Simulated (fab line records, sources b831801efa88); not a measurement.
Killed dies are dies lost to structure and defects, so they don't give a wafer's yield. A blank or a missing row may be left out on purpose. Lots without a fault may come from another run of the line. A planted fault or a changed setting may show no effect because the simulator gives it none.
One fault seen from 2 desks | flow sky130 | each desk has only its own numbers; what lay behind them comes last

THE TOOL OWNER'S DESK: plasma_asher-03
The tool's own readings at SKY_VT_ADJUST_HVTP_STRIP_10 (strips in O2/N2): means of the sampled wafers that have a number, for each lot that ran on this tool. A lot is out of limits, marked OUT, if its mean lies more than 4 standard deviations from the usual mean; the brackets give that distance.
Columns: A = drypump_motor_current_A at SKY_VT_ADJUST_HVTP_STRIP_10, usual 5.9 A; B = oes_product_au at SKY_VT_ADJUST_HVTP_STRIP_10, usual 0.716 a.u.; C = strip_time_to_endpoint_s at SKY_VT_ADJUST_HVTP_STRIP_10, usual 14.20 s
lot  | first seen here | A   | B               | C
L484 | day 6 21:57     | 5.9 | 0.715           | 14.21
L485 | day 7 01:49     | 5.8 | 0.718           | 14.22
L489 | day 8 07:48     | 5.7 | 0.915 (+44) OUT | -
L498 | day 10 19:08    | 5.8 | 0.717           | 14.21
This desk's finding: out of limits on L489; first on L489, day 8 07:48 (oes_product_au at SKY_VT_ADJUST_HVTP_STRIP_10). In limits: L484, L485, L498.

THE METROLOGY DESK
What the gauges read, lot by lot, whatever tool the lot ran on: means of the sampled wafers that have a number. A lot is out of limits, marked OUT, if its mean lies more than 4 standard deviations from the usual mean; the brackets give that distance.
Columns: A = VT_ADJUST_LVTN_TW at SKY_VT_ADJUST_LVTN_TW_MEAS_10, usual 239.4
lot  | first seen here | A
L481 | day 6 18:32     | 237.4
L483 | day 7 11:37     | 237.4
L484 | day 7 17:46     | 241.2
L485 | day 7 22:08     | 237.4
L486 | day 8 09:04     | 239.1
L489 | day 9 05:25     | 30.0 (-99 or more) OUT
L496 | day 10 22:34    | 241.4
L498 | day 11 18:25    | 237.8
L499 | day 11 19:56    | 237.1
L500 | day 12 05:02    | 242.5
L502 | day 12 19:50    | 243.4
L503 | day 12 23:02    | 236.4
L504 | day 13 07:20    | 242.4
This desk's finding: out of limits on L489; first on L489, day 9 05:25 (VT_ADJUST_LVTN_TW at SKY_VT_ADJUST_LVTN_TW_MEAS_10). In limits: L481, L483, L484, L485, L486, L496, L498, L499, L500, L502, L503, L504.

PUT TOGETHER
The tool owner's desk could have raised an alarm at day 8 07:48, on L489.
The metrology desk could have raised an alarm at day 9 05:25, on L489.
Of the lots named, all ran SKY_VT_ADJUST_HVTP_STRIP_10 on plasma_asher-03.

WHAT THE SIMULATOR HAD PUT IN
Strip aborted: plasma_asher-03, from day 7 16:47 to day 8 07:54, at SKY_VT_ADJUST_HVTP_STRIP_10. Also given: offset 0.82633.
Lots struck among those shown: L489.
Hours from the fault's start to each desk's first reading out of limits: the tool owner's desk, 15; the metrology desk, 37.
